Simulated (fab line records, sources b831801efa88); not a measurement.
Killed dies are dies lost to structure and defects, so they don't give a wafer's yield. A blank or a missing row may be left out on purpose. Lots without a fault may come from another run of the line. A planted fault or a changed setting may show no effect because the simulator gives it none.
Which tool did it? | flow sky130 | 6 lots, 18 wafers sampled, at 1 step of a route of 708

WHAT THE GAUGES READ, wafer by wafer
SKY_LOCAL_INTERCONNECT_CD_MEAS_11: target cd 170 nm.
lot  | measured     | on        | cd_nm (nm)
L773 | day 31 04:07 | cd_sem-01 | 171.0 171.8 171.5
L776 | day 32 17:31 | cd_sem-02 | 168.3 169.1 168.9
L785 | day 35 02:04 | cd_sem-02 | 169.1 166.6 168.6
L787 | day 35 16:16 | cd_sem-02 | 169.6 169.7 169.2
L790 | day 37 00:19 | cd_sem-02 | 170.2 169.1 169.6
L793 | day 37 08:15 | cd_sem-01 | 170.0 169.3 169.8

WHICH TOOL RAN EACH LOT (tool, then ch and the chambers of the sampled wafers, then the start)
The record holds no process step before these readings.

THE ANSWER, worked out from the rows above alone
Rule: what is usual is taken from the lots themselves. Put in order of their means at a reading, lots are off if they are a third of the lots or fewer, leave a main group of 4 or more, and stand apart from it by a gap of 3 or more times the standard deviation of the main group's means; of several such gaps the widest counts. A main group whose means are all the same, to the digits that the tables above print for the reading, isn't used. A lot without any number at a reading at which 4 lots or more have one is off too. The other lots that the step has rows for count as sound.
No lot is off at any reading shown: from this, nothing can be told.

WHAT THE SIMULATOR HAD PUT IN
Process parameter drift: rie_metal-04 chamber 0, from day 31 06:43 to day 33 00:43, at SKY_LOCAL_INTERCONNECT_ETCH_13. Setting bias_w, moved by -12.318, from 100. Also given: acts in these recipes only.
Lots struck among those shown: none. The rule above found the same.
